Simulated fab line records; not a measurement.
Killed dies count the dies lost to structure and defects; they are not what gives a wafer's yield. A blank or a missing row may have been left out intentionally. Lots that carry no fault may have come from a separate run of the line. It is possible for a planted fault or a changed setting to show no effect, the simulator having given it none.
The tool behind it: which one?	flow gf180mcu	72 wafers from 24 lots sampled at 6 of the route's 602 steps

WHAT THE GAUGES SHOWED, per wafer
GF_V2_THK_MEAS_25: measures by xrf.
lot	measured	on	V2_W_THK (nm)
L074	day 20 11:22	film-metro-02	353 355 360
L075	day 20 19:21	film-metro-01	353 353 363
L076	day 20 21:53	film-metro-02	354 353 357
L077	day 21 08:44	film-metro-01	362 369 363
L078	day 21 11:56	film-metro-02	353 358 357
L080	day 22 20:01	film-metro-01	360 361 355
L079	day 22 22:34	film-metro-01	361 356 358
L081	day 23 01:29	film-metro-02	349 357 348
L082	day 23 06:33	film-metro-01	354 356 358
L083	day 24 00:03	film-metro-01	358 357 359
L085	day 24 06:10	film-metro-01	362 353 359
L084	day 24 07:35	film-metro-03	354 351 360
L086	day 24 11:57	film-metro-01	357 356 362
L087	day 24 15:27	film-metro-01	360 355 358
L088	day 25 09:38	film-metro-01	354 357 359
L090	day 26 01:30	film-metro-02	358 356 355
L089	day 26 02:13	film-metro-03	353 351 350
L091	day 26 18:08	film-metro-01	355 353 356
L092	day 26 19:08	film-metro-02	354 355 353
L093	day 26 19:40	film-metro-03	353 352 347
L094	day 27 16:16	film-metro-02	359 358 359
L096	day 27 20:16	film-metro-02	358 360 357
L095	day 27 22:05	film-metro-03	352 350 351
L097	day 28 03:46	film-metro-03	351 348 344

GF_M3_RS_MEAS_05: the measuring method here is four-point-probe.
lot	measured	on	M3_ALCU_RS (ohm/sq)
L074	day 20 11:58	film-metro-02	0.0696 0.0706 0.0693
L075	day 20 19:56	film-metro-01	0.0702 0.0703 0.0700
L076	day 20 22:29	film-metro-01	0.0693 0.0704 0.0688
L077	day 21 09:19	film-metro-02	0.0705 0.0694 0.0698
L078	day 21 12:31	film-metro-02	0.0683 0.0690 0.0698
L080	day 22 20:36	film-metro-04	0.0690 0.0692 0.0700
L079	day 22 23:08	film-metro-04	0.0703 0.0696 0.0692
L081	day 23 02:04	film-metro-02	0.0696 0.0692 0.0693
L082	day 23 07:08	film-metro-04	0.0716 0.0690 0.0695
L083	day 24 00:39	film-metro-04	0.0695 0.0701 0.0692
L085	day 24 06:44	film-metro-01	0.0680 0.0679 0.0684
L084	day 24 08:10	film-metro-01	0.0694 0.0694 0.0688
L086	day 24 12:32	film-metro-02	0.0690 0.0694 0.0689
L087	day 24 16:02	film-metro-04	0.0701 0.0697 0.0696
L088	day 25 10:15	film-metro-01	0.0698 0.0714 0.0699
L090	day 26 02:05	film-metro-01	0.0702 0.0695 0.0704
L089	day 26 03:17	film-metro-04	0.0689 0.0688 0.0695
L091	day 26 18:44	film-metro-04	0.0701 0.0686 0.0690
L092	day 26 19:43	film-metro-01	0.0694 0.0695 0.0693
L093	day 26 20:14	film-metro-01	0.0694 0.0696 0.0695
L094	day 27 16:51	film-metro-02	0.0682 0.0687 0.0683
L096	day 27 22:08	film-metro-01	0.0695 0.0696 0.0695
L095	day 27 22:55	film-metro-01	0.0709 0.0722 0.0717
L097	day 28 04:20	film-metro-04	0.0699 0.0696 0.0693

GF_V3_THK_MEAS_03.
lot	measured	on	V3_CVD_02_THK (nm)
L074	day 21 12:43	film-metro-04	843 856 841
L075	day 21 20:59	film-metro-03	825 845 834
L076	day 21 23:28	film-metro-02	836 833 854
L077	day 22 09:21	film-metro-03	830 851 852
L078	day 22 13:07	film-metro-03	845 849 863
L080	day 23 20:26	film-metro-04	854 858 861
L079	day 23 22:54	film-metro-02	848 844 855
L081	day 24 01:41	film-metro-03	846 841 840
L082	day 24 06:31	film-metro-03	851 870 866
L083	day 24 23:53	film-metro-04	831 861 861
L085	day 25 05:23	film-metro-02	853 849 855
L084	day 25 06:56	film-metro-04	844 843 853
L086	day 25 10:40	film-metro-02	836 856 850
L087	day 25 14:34	film-metro-03	841 841 845
L088	day 26 07:38	film-metro-02	855 859 870
L090	day 26 22:44	film-metro-03	855 861 855
L089	day 27 01:28	film-metro-03	853 846 864
L091	day 27 15:34	film-metro-04	834 841 851
L092	day 27 16:43	film-metro-04	843 838 858
L093	day 27 17:13	film-metro-03	849 828 850
L094	day 28 13:19	film-metro-03	854 840 841
L096	day 28 18:29	film-metro-04	833 840 863
L095	day 28 18:40	film-metro-04	846 845 858
L097	day 29 00:29	film-metro-03	846 863 854

GF_M5_CD_MEAS_07 targets a cd of 280 nm.
lot	measured	on	cd-nm (nm)
L074	day 26 09:28	cd-sem-01	280.8 280.5 279.7
L075	day 26 16:21	cd-sem-01	279.1 278.7 278.9
L076	day 26 18:44	cd-sem-01	280.9 279.9 281.6
L077	day 27 02:23	cd-sem-01	281.5 280.8 280.4
L078	day 27 05:05	cd-sem-01	282.6 282.3 281.9
L080	day 28 09:47	cd-sem-02	281.7 281.9 282.1
L079	day 28 11:22	cd-sem-01	280.5 280.5 280.8
L081	day 28 15:08	cd-sem-01	280.8 282.2 281.9
L082	day 28 20:14	cd-sem-02	278.4 277.2 277.9
L083	day 29 11:16	cd-sem-02	278.9 278.4 278.7
L085	day 29 14:55	cd-sem-01	279.6 278.5 280.1
L084	day 29 16:43	cd-sem-01	280.1 279.4 280.4
L086	day 29 20:02	cd-sem-01	280.7 280.3 280.7
L087	day 29 21:44	cd-sem-02	276.3 275.5 275.5
L088	day 30 14:13	cd-sem-02	280.8 280.2 279.8
L090	day 31 03:02	cd-sem-02	279.8 279.7 279.7
L089	day 31 05:59	cd-sem-02	281.3 280.9 281.3
L091	day 31 17:46	cd-sem-01	280.4 280.2 279.5
L092	day 31 19:00	cd-sem-01	280.9 279.1 279.7
L093	day 31 19:20	cd-sem-01	280.9 279.7 281.5
L094	day 32 12:14	cd-sem-02	283.6 282.0 281.5
L096	day 32 17:25	cd-sem-01	280.8 281.1 279.8
L095	day 32 18:07	cd-sem-01	282.2 280.9 281.2
L097	day 32 21:46	cd-sem-01	279.7 278.9 279.4

GF_PASSIVATION_THK_MEAS_03.
lot	measured	on	PASSIVATION_CVD_02_THK (nm)
L074	day 28 06:14	film-metro-03	691 702 703
L075	day 28 12:25	film-metro-02	693 711 696
L076	day 28 15:30	film-metro-02	688 695 697
L077	day 28 22:18	film-metro-02	685 705 696
L078	day 29 01:08	film-metro-01	702 699 714
L080	day 30 04:23	film-metro-02	704 707 707
L079	day 30 05:25	film-metro-01	701 696 705
L081	day 30 09:20	film-metro-02	693 688 690
L082	day 30 14:26	film-metro-03	696 705 699
L083	day 31 04:23	film-metro-03	673 698 694
L085	day 31 08:22	film-metro-03	695 685 690
L084	day 31 09:22	film-metro-03	688 693 701
L086	day 31 12:34	film-metro-03	688 712 699
L087	day 31 12:50	film-metro-01	684 693 689
L088	day 32 05:53	film-metro-03	703 692 703
L090	day 32 16:53	film-metro-01	684 700 707
L089	day 32 19:27	film-metro-03	682 697 696
L091	day 33 07:02	film-metro-01	690 698 700
L092	day 33 07:32	film-metro-03	680 692 700
L093	day 33 08:33	film-metro-02	702 699 713
L094	day 33 23:06	film-metro-01	702 705 708
L096	day 34 05:28	film-metro-01	697 701 710
L095	day 34 06:24	film-metro-03	693 676 700
L097	day 34 09:13	film-metro-02	697 702 701

TOOL THAT RAN EACH LOT (tool first, then ch and the chambers of the sampled wafers, then the start)
lot	GF_V2_ETCH_16
L074	rie-diel-04 ch 0,1, day 20 10:20
L075	rie-diel-01 ch 1,3, day 20 18:19
L076	rie-diel-01 ch 1,2,3, day 20 20:53
L077	rie-diel-01 ch 1,2, day 21 07:44
L078	rie-diel-03 ch 1,2,3, day 21 10:56
L080	rie-diel-04 ch 0,1,2, day 22 19:02
L079	rie-diel-03 ch 0,2,3, day 22 21:32
L081	rie-diel-04 ch 0,1,2, day 23 00:28
L082	rie-diel-04 ch 0,3, day 23 05:32
L083	rie-diel-04 ch 0,1,2, day 23 22:56
L085	rie-diel-01 ch 1,2,3, day 24 05:02
L084	rie-diel-01 ch 0,1, day 24 06:35
L086	rie-diel-03 ch 0,1,3, day 24 10:58
L087	rie-diel-01 ch 1,2,3, day 24 14:28
L088	rie-diel-01 ch 0,2,3, day 25 08:35
L090	rie-diel-01 ch 1,2, day 26 00:16
L089	rie-diel-03 ch 1,2,3, day 26 01:11
L091	rie-diel-04 ch 0,1,2, day 26 17:08
L092	rie-diel-04 ch 0,2,3, day 26 18:05
L093	rie-diel-01 ch 1,2,3, day 26 18:40
L094	rie-diel-03 ch 1,2, day 27 15:16
L096	rie-diel-01 ch 1,2,3, day 27 19:16
L095	rie-diel-04 ch 2,3, day 27 21:02
L097	rie-diel-04 ch 1,3, day 28 02:46
- GF_V2_ETCH_16: etches BARC in N2/H2.

AS READ BY THE TOOLS THEMSELVES (means over the sampled wafers that have a number; for cases with no such wafer, the mark the record gives instead)
GF_V2_ETCH_16.
lot	tool	drypump-motor-current-A (A)	oes-product-au (a.u.)	throttle-valve-pct (%)
L074	rie-diel-04	5.7	0.850	13.222
L075	rie-diel-01	6.4	0.851	13.228
L076	rie-diel-01	6.2	0.855	13.224
L077	rie-diel-01	6.3	0.851	13.226
L078	rie-diel-03	5.8	0.854	13.224
L080	rie-diel-04	5.9	0.860	13.223
L079	rie-diel-03	6.1	0.859	13.218
L081	rie-diel-04	5.9	0.853	13.223
L082	rie-diel-04	5.8	0.847	13.224
L083	rie-diel-04	5.9	0.852	13.222
L085	rie-diel-01	6.2	0.858	13.218
L084	rie-diel-01	6.0	0.853	13.223
L086	rie-diel-03	6.0	0.854	13.220
L087	rie-diel-01	6.2	0.854	13.224
L088	rie-diel-01	5.7	0.859	13.220
L090	rie-diel-01	6.3	0.859	13.222
L089	rie-diel-03	5.8	0.854	13.222
L091	rie-diel-04	5.9	0.855	13.222
L092	rie-diel-04	5.9	0.853	13.223
L093	rie-diel-01	6.2	0.852	13.228
L094	rie-diel-03	5.7	0.850	13.221
L096	rie-diel-01	6.2	0.851	13.231
L095	rie-diel-04	6.1	0.857	13.219
L097	rie-diel-04	5.7	0.856	13.229

THE ANSWER, worked out from the rows above alone
Rule: what is usual is taken from the lots themselves. The widest of any qualifying gaps counts: lots, ordered by their means at a reading, are off when they make up no more than a third of the lots, leave a main group of 4 or more, and stand apart from it by 3 or more times the standard deviation of that group's means. The tables above print the reading to a certain number of digits; a main group whose means all agree to those digits is not used. Also off: a lot with no number at a reading for which 4 or more lots have one. All remaining lots with rows at the step are treated as sound. After the gauges, taken in route order, come the tools' own readings; for these a lot's mean is taken, as printed above. At the first step where some lot is off, the reading lying furthest off is the one used; lots without a number count as furthest.
Nothing can be told from this: no lot is off at any reading shown.

WHAT HAD BEEN PUT IN BY THE SIMULATOR
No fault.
